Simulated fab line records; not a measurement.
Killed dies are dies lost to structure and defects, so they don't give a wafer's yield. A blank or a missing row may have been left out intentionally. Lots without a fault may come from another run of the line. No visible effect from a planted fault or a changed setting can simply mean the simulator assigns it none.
2 desks, one fault || flow gf180mcu || only its own numbers are on each desk; what lay behind them is given at the end

## DESK OF THE TOOL OWNER: wet-bench-03
The tool's own readings at GF_VT_IMPLANT_WET_ETCH_50 (etches SiO2 in dHF, target depth 20 nm, time 400 s): means of the sampled wafers that have a number, for each lot that ran on this tool. Marked OUT: a lot whose mean sits more than 4 standard deviations from the usual mean, which makes it out of limits; the brackets give that distance.
Columns: A = run-length-s at GF_VT_IMPLANT_WET_ETCH_50, usual 428 s
{"lot": "L487", "first seen here": "day 7 10:09", "A": 424}
{"lot": "L488", "first seen here": "day 7 21:01", "A": 424}
{"lot": "L489", "first seen here": "day 7 23:38", "A": 424}
{"lot": "L494", "first seen here": "day 9 13:37", "A": 432}
{"lot": "L498", "first seen here": "day 10 15:54", "A": 433}
{"lot": "L499", "first seen here": "day 10 20:03", "A": 432}
{"lot": "L501", "first seen here": "day 11 13:38", "A": "137 (-79) OUT"}
This desk finds L501 out of limits, L501 being first, at day 11 13:38 (run-length-s at GF_VT_IMPLANT_WET_ETCH_50). L487, L488, L489, L494, L498, L499: within limits.

## FROM THE METROLOGY DESK
What the gauges read for every lot (on any tool): the sampled wafers with a number, averaged. Marked OUT: a lot whose mean sits more than 4 standard deviations from the usual mean, which makes it out of limits; the brackets give that distance.
Columns: A = cd-nm at GF_CONTACT_CD_MEAS_14, usual 220.2 nm; B = V1_CVD_02_THK at GF_V1_THK_MEAS_03, usual 843 nm
{"lot": "L487", "first seen here": "day 15 18:04", "A": 220.8, "B": 853}
{"lot": "L488", "first seen here": "day 16 07:17", "A": 221.1, "B": 841}
{"lot": "L489", "first seen here": "day 16 09:50", "A": 219.5, "B": 834}
{"lot": "L490", "first seen here": "day 16 20:04", "A": 217.9, "B": 847}
{"lot": "L491", "first seen here": "day 17 08:34", "A": 219.0, "B": 851}
{"lot": "L492", "first seen here": "day 17 19:50", "A": 221.3, "B": 838}
{"lot": "L494", "first seen here": "day 18 17:50", "A": 219.7, "B": 852}
{"lot": "L495", "first seen here": "day 18 18:46", "A": 220.3, "B": 830}
{"lot": "L496", "first seen here": "day 19 08:59", "A": 220.6, "B": 834}
{"lot": "L498", "first seen here": "day 20 07:43", "A": 220.6, "B": 845}
{"lot": "L499", "first seen here": "day 20 09:28", "A": 222.3, "B": 854}
{"lot": "L501", "first seen here": "day 21 10:14", "A": 218.9, "B": 838}
{"lot": "L508", "first seen here": "day 23 17:46", "A": 220.0, "B": 838}
Finding of this desk: none of the 13 lots has anything out of limits.

## TAKEN TOGETHER
The tool owner's desk could have raised an alarm at day 11 13:38, on L501.
Metrology desk: nothing out of limits seen.
The metrology desk holds a record of L501, inside its limits.
On wet-bench-03, each named lot ran GF_VT_IMPLANT_WET_ETCH_50.

## WHAT WAS PUT IN BY THE SIMULATOR
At GF_VT_IMPLANT_WET_ETCH_50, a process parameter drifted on wet-bench-03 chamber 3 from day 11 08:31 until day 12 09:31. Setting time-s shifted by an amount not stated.
Struck lots among those shown: L501.
Time in hours from fault onset to the first out-of-limits reading at each desk: the tool owner's desk, 5.
